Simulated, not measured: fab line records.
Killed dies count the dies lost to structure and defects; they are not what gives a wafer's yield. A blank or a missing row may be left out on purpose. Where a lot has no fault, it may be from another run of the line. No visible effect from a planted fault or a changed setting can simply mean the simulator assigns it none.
Which tool is to blame? || flow gf180mcu || 24 lots with 72 wafers sampled at 6 steps, on a route of 602 steps

## WHAT EACH GAUGE READ, for each wafer
GF_V3_RS_MEAS_24: measures by four-point-probe. Usual: V3_W_RS typically reads 0.326 ohm/sq, with standard deviation 0.0058.
{"lot": "L074", "measured": "day 22 13:41", "on": "film metro-04", "V3_W_RS (ohm/sq)": "0.330 0.327 0.325", "flag": ""}
{"lot": "L075", "measured": "day 22 16:40", "on": "film metro-04", "V3_W_RS (ohm/sq)": "0.327 0.326 0.328", "flag": ""}
{"lot": "L076", "measured": "day 23 01:35", "on": "film metro-04", "V3_W_RS (ohm/sq)": "0.329 0.329 0.329", "flag": ""}
{"lot": "L077", "measured": "day 23 09:23", "on": "film metro-01", "V3_W_RS (ohm/sq)": "0.319 0.331 0.318", "flag": ""}
{"lot": "L078", "measured": "day 23 19:35", "on": "film metro-01", "V3_W_RS (ohm/sq)": "0.319 0.327 0.318", "flag": ""}
{"lot": "L079", "measured": "day 24 01:31", "on": "film metro-02", "V3_W_RS (ohm/sq)": "0.330 0.330 0.326", "flag": ""}
{"lot": "L080", "measured": "day 24 15:45", "on": "film metro-04", "V3_W_RS (ohm/sq)": "0.317 0.328 0.316", "flag": ""}
{"lot": "L081", "measured": "day 24 23:14", "on": "film metro-02", "V3_W_RS (ohm/sq)": "0.324 0.332 0.328", "flag": ""}
{"lot": "L082", "measured": "day 25 05:52", "on": "film metro-02", "V3_W_RS (ohm/sq)": "0.336 0.328 0.333", "flag": ""}
{"lot": "L083", "measured": "day 26 01:32", "on": "film metro-01", "V3_W_RS (ohm/sq)": "0.331 0.332 0.328", "flag": ""}
{"lot": "L084", "measured": "day 26 08:04", "on": "film metro-01", "V3_W_RS (ohm/sq)": "0.327 0.325 0.331", "flag": ""}
{"lot": "L085", "measured": "day 26 13:44", "on": "film metro-02", "V3_W_RS (ohm/sq)": "0.328 0.328 0.326", "flag": ""}
{"lot": "L086", "measured": "day 26 21:50", "on": "film metro-04", "V3_W_RS (ohm/sq)": "0.329 0.330 0.333", "flag": ""}
{"lot": "L087", "measured": "day 27 03:44", "on": "film metro-04", "V3_W_RS (ohm/sq)": "0.319 0.329 0.327", "flag": ""}
{"lot": "L088", "measured": "day 27 04:05", "on": "film metro-04", "V3_W_RS (ohm/sq)": "0.311 0.329 0.334", "flag": ""}
{"lot": "L089", "measured": "day 27 16:12", "on": "film metro-04", "V3_W_RS (ohm/sq)": "0.326 0.332 0.326", "flag": ""}
{"lot": "L090", "measured": "day 28 03:08", "on": "film metro-02", "V3_W_RS (ohm/sq)": "0.330 0.331 0.331", "flag": ""}
{"lot": "L091", "measured": "day 28 04:27", "on": "film metro-02", "V3_W_RS (ohm/sq)": "0.329 0.326 0.322", "flag": ""}
{"lot": "L092", "measured": "day 28 08:59", "on": "film metro-04", "V3_W_RS (ohm/sq)": "0.313 0.329 0.315", "flag": ""}
{"lot": "L093", "measured": "day 28 15:38", "on": "film metro-02", "V3_W_RS (ohm/sq)": "0.333 0.322 0.324", "flag": ""}
{"lot": "L094", "measured": "day 28 20:53", "on": "film metro-01", "V3_W_RS (ohm/sq)": "0.333 0.317 0.313", "flag": ""}
{"lot": "L095", "measured": "day 29 04:40", "on": "film metro-02", "V3_W_RS (ohm/sq)": "0.317 0.332 0.324", "flag": ""}
{"lot": "L096", "measured": "day 29 08:52", "on": "film metro-02", "V3_W_RS (ohm/sq)": "0.331 0.320 0.331", "flag": ""}
{"lot": "L097", "measured": "day 29 19:37", "on": "film metro-02", "V3_W_RS (ohm/sq)": "0.321 0.337 0.332", "flag": ""}

GF_MIM_THK_MEAS_06. Usual: MIM_CVD_05_THK typically reads 42.0 nm, with standard deviation 0.56.
{"lot": "L074", "measured": "day 24 15:02", "on": "film metro-04", "MIM_CVD_05_THK (nm)": "41.8 40.7 42.3", "flag": ""}
{"lot": "L075", "measured": "day 24 17:31", "on": "film metro-01", "MIM_CVD_05_THK (nm)": "41.8 42.9 42.7", "flag": ""}
{"lot": "L076", "measured": "day 25 01:55", "on": "film metro-04", "MIM_CVD_05_THK (nm)": "41.9 41.5 42.3", "flag": ""}
{"lot": "L077", "measured": "day 25 09:57", "on": "film metro-04", "MIM_CVD_05_THK (nm)": "41.4 42.3 42.2", "flag": ""}
{"lot": "L078", "measured": "day 25 19:11", "on": "film metro-01", "MIM_CVD_05_THK (nm)": "41.4 42.1 42.6", "flag": ""}
{"lot": "L079", "measured": "day 26 00:56", "on": "film metro-04", "MIM_CVD_05_THK (nm)": "42.7 42.9 42.4", "flag": ""}
{"lot": "L080", "measured": "day 26 14:08", "on": "film metro-01", "MIM_CVD_05_THK (nm)": "42.0 42.4 42.5", "flag": ""}
{"lot": "L081", "measured": "day 26 21:21", "on": "film metro-01", "MIM_CVD_05_THK (nm)": "41.9 42.7 42.6", "flag": ""}
{"lot": "L082", "measured": "day 27 03:22", "on": "film metro-04", "MIM_CVD_05_THK (nm)": "42.3 42.3 43.0", "flag": ""}
{"lot": "L083", "measured": "day 27 21:50", "on": "film metro-04", "MIM_CVD_05_THK (nm)": "42.4 41.6 42.8", "flag": ""}
{"lot": "L084", "measured": "day 28 04:12", "on": "film metro-03", "MIM_CVD_05_THK (nm)": "41.9 41.8 42.0", "flag": ""}
{"lot": "L085", "measured": "day 28 09:00", "on": "film metro-03", "MIM_CVD_05_THK (nm)": "41.7 42.1 42.4", "flag": ""}
{"lot": "L086", "measured": "day 28 17:50", "on": "film metro-04", "MIM_CVD_05_THK (nm)": "41.7 42.5 42.0", "flag": ""}
{"lot": "L087", "measured": "day 28 22:19", "on": "film metro-04", "MIM_CVD_05_THK (nm)": "42.2 41.5 42.1", "flag": ""}
{"lot": "L088", "measured": "day 28 22:57", "on": "film metro-04", "MIM_CVD_05_THK (nm)": "41.6 41.3 41.6", "flag": ""}
{"lot": "L089", "measured": "day 29 11:31", "on": "film metro-04", "MIM_CVD_05_THK (nm)": "42.4 42.2 41.9", "flag": ""}
{"lot": "L090", "measured": "day 29 21:33", "on": "film metro-04", "MIM_CVD_05_THK (nm)": "41.4 40.6 41.5", "flag": ""}
{"lot": "L091", "measured": "day 29 21:52", "on": "film metro-03", "MIM_CVD_05_THK (nm)": "42.3 43.2 42.8", "flag": ""}
{"lot": "L092", "measured": "day 30 03:07", "on": "film metro-04", "MIM_CVD_05_THK (nm)": "41.5 42.2 42.4", "flag": ""}
{"lot": "L093", "measured": "day 30 08:46", "on": "film metro-01", "MIM_CVD_05_THK (nm)": "41.2 41.0 42.3", "flag": ""}
{"lot": "L094", "measured": "day 30 14:04", "on": "film metro-03", "MIM_CVD_05_THK (nm)": "41.5 42.0 42.4", "flag": ""}
{"lot": "L095", "measured": "day 30 20:50", "on": "film metro-03", "MIM_CVD_05_THK (nm)": "41.5 41.3 41.4", "flag": ""}
{"lot": "L096", "measured": "day 31 01:55", "on": "film metro-03", "MIM_CVD_05_THK (nm)": "41.2 41.9 42.0", "flag": ""}
{"lot": "L097", "measured": "day 31 12:41", "on": "film metro-04", "MIM_CVD_05_THK (nm)": "41.4 42.7 43.1", "flag": ""}

## TOOL THAT RAN EACH LOT (tool first, then ch and the chambers of the sampled wafers, then the start)
{"lot": "L074", "GF_V2_CMP_26": "cmp-02 ch 0,3, day 20 10:40", "GF_M3_SPUTTER_01": "pvd sputter-02, day 20 11:04", "GF_V4_CVD_02": "pecvd-03 ch 0,1, day 23 14:10", "GF_V4_ETCH_16": "rie diel-03 ch 0,3, day 24 13:25"}
{"lot": "L075", "GF_V2_CMP_26": "cmp-01 ch 0,2,3, day 20 14:13", "GF_M3_SPUTTER_01": "pvd sputter-04, day 20 14:34", "GF_V4_CVD_02": "pecvd-04 ch 0,1,2, day 23 17:21", "GF_V4_ETCH_16": "rie diel-04 ch 1,2,3, day 24 15:55"}
{"lot": "L076", "GF_V2_CMP_26": "cmp-02 ch 0,1,3, day 20 23:10", "GF_M3_SPUTTER_01": "pvd sputter-02, day 20 23:28", "GF_V4_CVD_02": "pecvd-02 ch 0,2, day 24 00:55", "GF_V4_ETCH_16": "rie diel-04 ch 1,2,3, day 24 23:43"}
{"lot": "L077", "GF_V2_CMP_26": "cmp-02 ch 0,1,3, day 21 07:44", "GF_M3_SPUTTER_01": "pvd sputter-03, day 21 08:08", "GF_V4_CVD_02": "pecvd-03 ch 0,2, day 24 09:37", "GF_V4_ETCH_16": "rie diel-02 ch 0,2,3, day 25 08:19"}
{"lot": "L078", "GF_V2_CMP_26": "cmp-01 ch 1,2, day 21 16:29", "GF_M3_SPUTTER_01": "pvd sputter-02, day 21 19:19", "GF_V4_CVD_02": "pecvd-04 ch 0,2, day 24 19:05", "GF_V4_ETCH_16": "rie diel-02 ch 0,1,2, day 25 17:34"}
{"lot": "L079", "GF_V2_CMP_26": "cmp-01 ch 0,1, day 22 02:01", "GF_M3_SPUTTER_01": "pvd sputter-04, day 22 02:25", "GF_V4_CVD_02": "pecvd-04 ch 0,1,2, day 25 01:01", "GF_V4_ETCH_16": "rie diel-03 ch 1,2, day 25 23:17"}
{"lot": "L080", "GF_V2_CMP_26": "cmp-01 ch 0,3, day 22 15:11", "GF_M3_SPUTTER_01": "pvd sputter-02, day 22 15:35", "GF_V4_CVD_02": "pecvd-03 ch 0,2, day 25 14:48", "GF_V4_ETCH_16": "rie diel-04 ch 0,1,3, day 26 12:31"}
{"lot": "L081", "GF_V2_CMP_26": "cmp-02 ch 0,1,3, day 23 00:17", "GF_M3_SPUTTER_01": "pvd sputter-03, day 23 00:41", "GF_V4_CVD_02": "pecvd-02 ch 0,1, day 25 21:51", "GF_V4_ETCH_16": "rie diel-04 ch 0,1,3, day 26 19:43"}
{"lot": "L082", "GF_V2_CMP_26": "cmp-01 ch 1,2,3, day 23 07:39", "GF_M3_SPUTTER_01": "pvd sputter-02, day 23 08:03", "GF_V4_CVD_02": "pecvd-03 ch 0,2, day 26 04:28", "GF_V4_ETCH_16": "rie diel-02 ch 0,1,3, day 27 01:43"}
{"lot": "L083", "GF_V2_CMP_26": "cmp-01 ch 1,2,3, day 24 04:10", "GF_M3_SPUTTER_01": "pvd sputter-04, day 24 04:31", "GF_V4_CVD_02": "pecvd-03 ch 1,2, day 26 23:46", "GF_V4_ETCH_16": "rie diel-04 ch 0,1,2, day 27 20:13"}
{"lot": "L084", "GF_V2_CMP_26": "cmp-01 ch 0,1,3, day 24 10:59", "GF_M3_SPUTTER_01": "pvd sputter-03, day 24 11:23", "GF_V4_CVD_02": "pecvd-03 ch 0,2, day 27 05:35", "GF_V4_ETCH_16": "rie diel-02 ch 0,1,3, day 28 02:34"}
{"lot": "L085", "GF_V2_CMP_26": "cmp-01 ch 0,2,3, day 24 15:42", "GF_M3_SPUTTER_01": "pvd sputter-04, day 24 16:06", "GF_V4_CVD_02": "pecvd-03 ch 0,1, day 27 11:23", "GF_V4_ETCH_16": "rie diel-03 ch 0,1,2, day 28 07:14"}
{"lot": "L086", "GF_V2_CMP_26": "cmp-01 ch 2,3, day 25 00:31", "GF_M3_SPUTTER_01": "pvd sputter-04, day 25 00:55", "GF_V4_CVD_02": "pecvd-04 ch 0,2, day 27 19:49", "GF_V4_ETCH_16": "rie diel-04 ch 1,2, day 28 16:13"}
{"lot": "L087", "GF_V2_CMP_26": "cmp-02 ch 1,2,3, day 25 07:37", "GF_M3_SPUTTER_01": "pvd sputter-03, day 25 08:01", "GF_V4_CVD_02": "pecvd-03 ch 0,1, day 28 01:17", "GF_V4_ETCH_16": "rie diel-02 ch 0,1,3, day 28 20:40"}
{"lot": "L088", "GF_V2_CMP_26": "cmp-01 ch 0,1,2, day 25 07:43", "GF_M3_SPUTTER_01": "pvd sputter-02, day 25 08:07", "GF_V4_CVD_02": "pecvd-04 ch 0,2, day 28 01:34", "GF_V4_ETCH_16": "rie diel-03 ch 0,1,2, day 28 21:19"}
{"lot": "L089", "GF_V2_CMP_26": "cmp-02 ch 1,2,3, day 25 20:38", "GF_M3_SPUTTER_01": "pvd sputter-02, day 25 20:53", "GF_V4_CVD_02": "pecvd-03 ch 0,1,2, day 28 13:25", "GF_V4_ETCH_16": "rie diel-04 ch 1,3, day 29 09:48"}
{"lot": "L090", "GF_V2_CMP_26": "cmp-01 ch 0,1,3, day 26 07:46", "GF_M3_SPUTTER_01": "pvd sputter-03, day 26 08:10", "GF_V4_CVD_02": "pecvd-03 ch 1,2, day 28 23:57", "GF_V4_ETCH_16": "rie diel-03 ch 1,2,3, day 29 19:52"}
{"lot": "L091", "GF_V2_CMP_26": "cmp-01 ch 0,1,3, day 26 08:47", "GF_M3_SPUTTER_01": "pvd sputter-02, day 26 09:05", "GF_V4_CVD_02": "pecvd-02 ch 0,1,2, day 29 01:17", "GF_V4_ETCH_16": "rie diel-04 ch 0,1,3, day 29 20:13"}
{"lot": "L092", "GF_V2_CMP_26": "cmp-01 ch 0,1,3, day 26 14:26", "GF_M3_SPUTTER_01": "pvd sputter-02, day 26 14:50", "GF_V4_CVD_02": "pecvd-03 ch 0,1, day 29 05:38", "GF_V4_ETCH_16": "rie diel-02 ch 0,2,3, day 30 01:25"}
{"lot": "L093", "GF_V2_CMP_26": "cmp-01 ch 0,1,2, day 26 20:31", "GF_M3_SPUTTER_01": "pvd sputter-04, day 26 20:52", "GF_V4_CVD_02": "pecvd-02 ch 1,2, day 29 12:04", "GF_V4_ETCH_16": "rie diel-02 ch 0,2,3, day 30 07:07"}
{"lot": "L094", "GF_V2_CMP_26": "cmp-02 ch 0,1,2, day 27 02:08", "GF_M3_SPUTTER_01": "pvd sputter-03, day 27 02:32", "GF_V4_CVD_02": "pecvd-04 ch 0,1, day 29 17:12", "GF_V4_ETCH_16": "rie diel-03 ch 1,3, day 30 12:28"}
{"lot": "L095", "GF_V2_CMP_26": "cmp-02 ch 0,2,3, day 27 10:31", "GF_M3_SPUTTER_01": "pvd sputter-04, day 27 10:55", "GF_V4_CVD_02": "pecvd-03 ch 0,1,2, day 30 00:52", "GF_V4_ETCH_16": "rie diel-02 ch 0,1,3, day 30 19:13"}
{"lot": "L096", "GF_V2_CMP_26": "cmp-02 ch 2,3, day 27 15:07", "GF_M3_SPUTTER_01": "pvd sputter-04, day 27 15:28", "GF_V4_CVD_02": "pecvd-02 ch 1,2, day 30 05:10", "GF_V4_ETCH_16": "rie diel-04 ch 2,3, day 31 00:16"}
{"lot": "L097", "GF_V2_CMP_26": "cmp-01 ch 0,3, day 28 02:23", "GF_M3_SPUTTER_01": "pvd sputter-03, day 28 02:47", "GF_V4_CVD_02": "pecvd-04 ch 1,2, day 30 15:56", "GF_V4_ETCH_16": "rie diel-02 ch 0,2,3, day 31 10:07"}
- GF_V2_CMP_26: polishes, stops on SiO2, t overpolish 15 s, target thk 0 nm.
- GF_M3_SPUTTER_01: material TiN, target thk 30 nm, time 25 s.
- GF_V4_CVD_02: deposits SiO2 from TEOS, target thk 850 nm, time 94.851 s.
- GF_V4_ETCH_16: etches BARC in N2/H2.

## WHAT THE TOOLS THEMSELVES READ (means of the sampled wafers that have a number; where no wafer has one, the mark that the record gives instead)
GF_V2_CMP_26. Usual: motor current A 11.3 A, standard deviation 1.3; overpolish run s 14.999 s, standard deviation 0.0092; time to endpoint s 85 s, standard deviation 4.7.
{"lot": "L074", "tool": "cmp-02", "motor current A (A)": 11.6, "overpolish run s (s)": 14.990, "time to endpoint s (s)": 85, "flag": ""}
{"lot": "L075", "tool": "cmp-01", "motor current A (A)": 10.8, "overpolish run s (s)": 14.996, "time to endpoint s (s)": 85, "flag": ""}
{"lot": "L076", "tool": "cmp-02", "motor current A (A)": 11.0, "overpolish run s (s)": 15.006, "time to endpoint s (s)": 83, "flag": ""}
{"lot": "L077", "tool": "cmp-02", "motor current A (A)": 11.0, "overpolish run s (s)": 14.995, "time to endpoint s (s)": 82, "flag": ""}
{"lot": "L078", "tool": "cmp-01", "motor current A (A)": 11.2, "overpolish run s (s)": 15.017, "time to endpoint s (s)": 82, "flag": ""}
{"lot": "L079", "tool": "cmp-01", "motor current A (A)": 12.0, "overpolish run s (s)": 14.993, "time to endpoint s (s)": 86, "flag": ""}
{"lot": "L080", "tool": "cmp-01", "motor current A (A)": 10.7, "overpolish run s (s)": 15.001, "time to endpoint s (s)": 85, "flag": ""}
{"lot": "L081", "tool": "cmp-02", "motor current A (A)": 11.0, "overpolish run s (s)": 15.002, "time to endpoint s (s)": 85, "flag": ""}
{"lot": "L082", "tool": "cmp-01", "motor current A (A)": 11.2, "overpolish run s (s)": 14.995, "time to endpoint s (s)": 90, "flag": ""}
{"lot": "L083", "tool": "cmp-01", "motor current A (A)": 11.3, "overpolish run s (s)": 15.005, "time to endpoint s (s)": 92, "flag": ""}
{"lot": "L084", "tool": "cmp-01", "motor current A (A)": 11.3, "overpolish run s (s)": 14.996, "time to endpoint s (s)": 87, "flag": ""}
{"lot": "L085", "tool": "cmp-01", "motor current A (A)": 10.6, "overpolish run s (s)": 14.988, "time to endpoint s (s)": 87, "flag": ""}
{"lot": "L086", "tool": "cmp-01", "motor current A (A)": 10.3, "overpolish run s (s)": 15.002, "time to endpoint s (s)": 89, "flag": ""}
{"lot": "L087", "tool": "cmp-02", "motor current A (A)": 11.3, "overpolish run s (s)": 15.000, "time to endpoint s (s)": 84, "flag": ""}
{"lot": "L088", "tool": "cmp-01", "motor current A (A)": 11.5, "overpolish run s (s)": 14.994, "time to endpoint s (s)": 84, "flag": ""}
{"lot": "L089", "tool": "cmp-02", "motor current A (A)": 11.4, "overpolish run s (s)": 14.994, "time to endpoint s (s)": 83, "flag": ""}
{"lot": "L090", "tool": "cmp-01", "motor current A (A)": 12.0, "overpolish run s (s)": 14.990, "time to endpoint s (s)": 86, "flag": ""}
{"lot": "L091", "tool": "cmp-01", "motor current A (A)": 11.6, "overpolish run s (s)": 15.009, "time to endpoint s (s)": 91, "flag": ""}
{"lot": "L092", "tool": "cmp-01", "motor current A (A)": 11.9, "overpolish run s (s)": 14.999, "time to endpoint s (s)": 93, "flag": ""}
{"lot": "L093", "tool": "cmp-01", "motor current A (A)": 11.4, "overpolish run s (s)": 14.998, "time to endpoint s (s)": 87, "flag": ""}
{"lot": "L094", "tool": "cmp-02", "motor current A (A)": 11.8, "overpolish run s (s)": 14.995, "time to endpoint s (s)": 78, "flag": ""}
{"lot": "L095", "tool": "cmp-02", "motor current A (A)": 12.3, "overpolish run s (s)": 15.007, "time to endpoint s (s)": 78, "flag": ""}
{"lot": "L096", "tool": "cmp-02", "motor current A (A)": 12.5, "overpolish run s (s)": 14.994, "time to endpoint s (s)": 78, "flag": ""}
{"lot": "L097", "tool": "cmp-01", "motor current A (A)": 10.8, "overpolish run s (s)": 15.003, "time to endpoint s (s)": 84, "flag": ""}

GF_M3_SPUTTER_01. Usual: throttle valve pct at 30.3 %, with a standard deviation of 1.2.
{"lot": "L074", "tool": "pvd sputter-02", "throttle valve pct (%)": 30.2, "flag": ""}
{"lot": "L075", "tool": "pvd sputter-04", "throttle valve pct (%)": 30.1, "flag": ""}
{"lot": "L076", "tool": "pvd sputter-02", "throttle valve pct (%)": 30.8, "flag": ""}
{"lot": "L077", "tool": "pvd sputter-03", "throttle valve pct (%)": 28.2, "flag": ""}
{"lot": "L078", "tool": "pvd sputter-02", "throttle valve pct (%)": 31.1, "flag": ""}
{"lot": "L079", "tool": "pvd sputter-04", "throttle valve pct (%)": 29.8, "flag": ""}
{"lot": "L080", "tool": "pvd sputter-02", "throttle valve pct (%)": 30.9, "flag": ""}
{"lot": "L081", "tool": "pvd sputter-03", "throttle valve pct (%)": 30.5, "flag": ""}
{"lot": "L082", "tool": "pvd sputter-02", "throttle valve pct (%)": 30.3, "flag": ""}
{"lot": "L083", "tool": "pvd sputter-04", "throttle valve pct (%)": 30.5, "flag": ""}
{"lot": "L084", "tool": "pvd sputter-03", "throttle valve pct (%)": 29.6, "flag": ""}
{"lot": "L085", "tool": "pvd sputter-04", "throttle valve pct (%)": 30.3, "flag": ""}
{"lot": "L086", "tool": "pvd sputter-04", "throttle valve pct (%)": 30.3, "flag": ""}
{"lot": "L087", "tool": "pvd sputter-03", "throttle valve pct (%)": 29.1, "flag": ""}
{"lot": "L088", "tool": "pvd sputter-02", "throttle valve pct (%)": 30.8, "flag": ""}
{"lot": "L089", "tool": "pvd sputter-02", "throttle valve pct (%)": 30.5, "flag": ""}
{"lot": "L090", "tool": "pvd sputter-03", "throttle valve pct (%)": 29.6, "flag": ""}
{"lot": "L091", "tool": "pvd sputter-02", "throttle valve pct (%)": 30.3, "flag": ""}
{"lot": "L092", "tool": "pvd sputter-02", "throttle valve pct (%)": 30.7, "flag": ""}
{"lot": "L093", "tool": "pvd sputter-04", "throttle valve pct (%)": 30.0, "flag": ""}
{"lot": "L094", "tool": "pvd sputter-03", "throttle valve pct (%)": 29.5, "flag": ""}
{"lot": "L095", "tool": "pvd sputter-04", "throttle valve pct (%)": 30.5, "flag": ""}
{"lot": "L096", "tool": "pvd sputter-04", "throttle valve pct (%)": 30.1, "flag": ""}
{"lot": "L097", "tool": "pvd sputter-03", "throttle valve pct (%)": 29.2, "flag": ""}

GF_V4_CVD_02. Usual: heater power w at 670 W, with a standard deviation of 100.
{"lot": "L074", "tool": "pecvd-03", "heater power w (W)": 630, "flag": ""}
{"lot": "L075", "tool": "pecvd-04", "heater power w (W)": 653, "flag": ""}
{"lot": "L076", "tool": "pecvd-02", "heater power w (W)": 584, "flag": ""}
{"lot": "L077", "tool": "pecvd-03", "heater power w (W)": 696, "flag": ""}
{"lot": "L078", "tool": "pecvd-04", "heater power w (W)": 603, "flag": ""}
{"lot": "L079", "tool": "pecvd-04", "heater power w (W)": 655, "flag": ""}
{"lot": "L080", "tool": "pecvd-03", "heater power w (W)": 722, "flag": ""}
{"lot": "L081", "tool": "pecvd-02", "heater power w (W)": 670, "flag": ""}
{"lot": "L082", "tool": "pecvd-03", "heater power w (W)": 710, "flag": ""}
{"lot": "L083", "tool": "pecvd-03", "heater power w (W)": 749, "flag": ""}
{"lot": "L084", "tool": "pecvd-03", "heater power w (W)": 740, "flag": ""}
{"lot": "L085", "tool": "pecvd-03", "heater power w (W)": 634, "flag": ""}
{"lot": "L086", "tool": "pecvd-04", "heater power w (W)": 628, "flag": ""}
{"lot": "L087", "tool": "pecvd-03", "heater power w (W)": 633, "flag": ""}
{"lot": "L088", "tool": "pecvd-04", "heater power w (W)": 595, "flag": ""}
{"lot": "L089", "tool": "pecvd-03", "heater power w (W)": 704, "flag": ""}
{"lot": "L090", "tool": "pecvd-03", "heater power w (W)": 677, "flag": ""}
{"lot": "L091", "tool": "pecvd-02", "heater power w (W)": 620, "flag": ""}
{"lot": "L092", "tool": "pecvd-03", "heater power w (W)": 635, "flag": ""}
{"lot": "L093", "tool": "pecvd-02", "heater power w (W)": 544, "flag": ""}
{"lot": "L094", "tool": "pecvd-04", "heater power w (W)": 786, "flag": ""}
{"lot": "L095", "tool": "pecvd-03", "heater power w (W)": 667, "flag": ""}
{"lot": "L096", "tool": "pecvd-02", "heater power w (W)": 625, "flag": ""}
{"lot": "L097", "tool": "pecvd-04", "heater power w (W)": 685, "flag": ""}

GF_V4_ETCH_16. Usual: drypump motor current A 5.7 A, standard deviation 0.42; h2 flow sccm 200.0 sccm, standard deviation 0.54; oes product au 0.854 a.u., standard deviation 0.0048; throttle valve pct 13.225 %, standard deviation 0.0093.
{"lot": "L074", "tool": "rie diel-03", "drypump motor current A (A)": 5.8, "h2 flow sccm (sccm)": 199.6, "oes product au (a.u.)": 0.851, "throttle valve pct (%)": 13.225, "flag": ""}
{"lot": "L075", "tool": "rie diel-04", "drypump motor current A (A)": 5.4, "h2 flow sccm (sccm)": 199.9, "oes product au (a.u.)": 0.856, "throttle valve pct (%)": 13.230, "flag": ""}
{"lot": "L076", "tool": "rie diel-04", "drypump motor current A (A)": 5.4, "h2 flow sccm (sccm)": 200.0, "oes product au (a.u.)": 0.859, "throttle valve pct (%)": 13.240, "flag": ""}
{"lot": "L077", "tool": "rie diel-02", "drypump motor current A (A)": 5.7, "h2 flow sccm (sccm)": 200.0, "oes product au (a.u.)": 0.855, "throttle valve pct (%)": 13.228, "flag": ""}
{"lot": "L078", "tool": "rie diel-02", "drypump motor current A (A)": 5.9, "h2 flow sccm (sccm)": 199.7, "oes product au (a.u.)": 0.852, "throttle valve pct (%)": 13.220, "flag": ""}
{"lot": "L079", "tool": "rie diel-03", "drypump motor current A (A)": 5.8, "h2 flow sccm (sccm)": 199.6, "oes product au (a.u.)": 0.861, "throttle valve pct (%)": 13.232, "flag": ""}
{"lot": "L080", "tool": "rie diel-04", "drypump motor current A (A)": 5.5, "h2 flow sccm (sccm)": 200.5, "oes product au (a.u.)": 0.856, "throttle valve pct (%)": 13.220, "flag": ""}
{"lot": "L081", "tool": "rie diel-04", "drypump motor current A (A)": 5.5, "h2 flow sccm (sccm)": 200.4, "oes product au (a.u.)": 0.852, "throttle valve pct (%)": 13.238, "flag": ""}
{"lot": "L082", "tool": "rie diel-02", "drypump motor current A (A)": 5.8, "h2 flow sccm (sccm)": 200.0, "oes product au (a.u.)": 0.857, "throttle valve pct (%)": 13.224, "flag": ""}
{"lot": "L083", "tool": "rie diel-04", "drypump motor current A (A)": 5.5, "h2 flow sccm (sccm)": 200.2, "oes product au (a.u.)": 0.849, "throttle valve pct (%)": 13.219, "flag": ""}
{"lot": "L084", "tool": "rie diel-02", "drypump motor current A (A)": 5.8, "h2 flow sccm (sccm)": 199.6, "oes product au (a.u.)": 0.856, "throttle valve pct (%)": 13.222, "flag": ""}
{"lot": "L085", "tool": "rie diel-03", "drypump motor current A (A)": 5.6, "h2 flow sccm (sccm)": 200.0, "oes product au (a.u.)": 0.854, "throttle valve pct (%)": 13.224, "flag": ""}
{"lot": "L086", "tool": "rie diel-04", "drypump motor current A (A)": 5.2, "h2 flow sccm (sccm)": 199.8, "oes product au (a.u.)": 0.857, "throttle valve pct (%)": 13.226, "flag": ""}
{"lot": "L087", "tool": "rie diel-02", "drypump motor current A (A)": 5.8, "h2 flow sccm (sccm)": 199.7, "oes product au (a.u.)": 0.853, "throttle valve pct (%)": 13.215, "flag": ""}
{"lot": "L088", "tool": "rie diel-03", "drypump motor current A (A)": 5.6, "h2 flow sccm (sccm)": 200.2, "oes product au (a.u.)": 0.854, "throttle valve pct (%)": 13.229, "flag": ""}
{"lot": "L089", "tool": "rie diel-04", "drypump motor current A (A)": 5.3, "h2 flow sccm (sccm)": 200.3, "oes product au (a.u.)": 0.853, "throttle valve pct (%)": 13.228, "flag": ""}
{"lot": "L090", "tool": "rie diel-03", "drypump motor current A (A)": 5.7, "h2 flow sccm (sccm)": 200.0, "oes product au (a.u.)": 0.855, "throttle valve pct (%)": 13.228, "flag": ""}
{"lot": "L091", "tool": "rie diel-04", "drypump motor current A (A)": 5.5, "h2 flow sccm (sccm)": 200.2, "oes product au (a.u.)": 0.858, "throttle valve pct (%)": 13.235, "flag": ""}
{"lot": "L092", "tool": "rie diel-02", "drypump motor current A (A)": 5.7, "h2 flow sccm (sccm)": 199.7, "oes product au (a.u.)": 0.856, "throttle valve pct (%)": 13.221, "flag": ""}
{"lot": "L093", "tool": "rie diel-02", "drypump motor current A (A)": 5.7, "h2 flow sccm (sccm)": 200.2, "oes product au (a.u.)": 0.851, "throttle valve pct (%)": 13.217, "flag": ""}
{"lot": "L094", "tool": "rie diel-03", "drypump motor current A (A)": 5.3, "h2 flow sccm (sccm)": 200.1, "oes product au (a.u.)": 0.856, "throttle valve pct (%)": 13.219, "flag": ""}
{"lot": "L095", "tool": "rie diel-02", "drypump motor current A (A)": 5.8, "h2 flow sccm (sccm)": 199.7, "oes product au (a.u.)": 0.854, "throttle valve pct (%)": 13.223, "flag": ""}
{"lot": "L096", "tool": "rie diel-04", "drypump motor current A (A)": 5.8, "h2 flow sccm (sccm)": 199.7, "oes product au (a.u.)": 0.856, "throttle valve pct (%)": 13.228, "flag": ""}
{"lot": "L097", "tool": "rie diel-02", "drypump motor current A (A)": 5.7, "h2 flow sccm (sccm)": 200.6, "oes product au (a.u.)": 0.853, "throttle valve pct (%)": 13.220, "flag": ""}

## THE ANSWER, worked out from the rows above alone
Rule: a lot is off if the mean of its wafers that have a number lies more than 3 standard deviations from the usual mean. A lot without any number at a reading at which 4 lots or more have one is off too. The other lots that the step has rows for count as sound. Order of review: gauges by route order, followed by the tools' own readings, for which a lot's mean as printed above is used. The first step at which some lot is off is used, and at that step the reading that is off furthest; a lot without a number counts as furthest.
Nothing can be told from this: no lot is off at any reading shown.

## WHAT HAD BEEN PUT IN BY THE SIMULATOR
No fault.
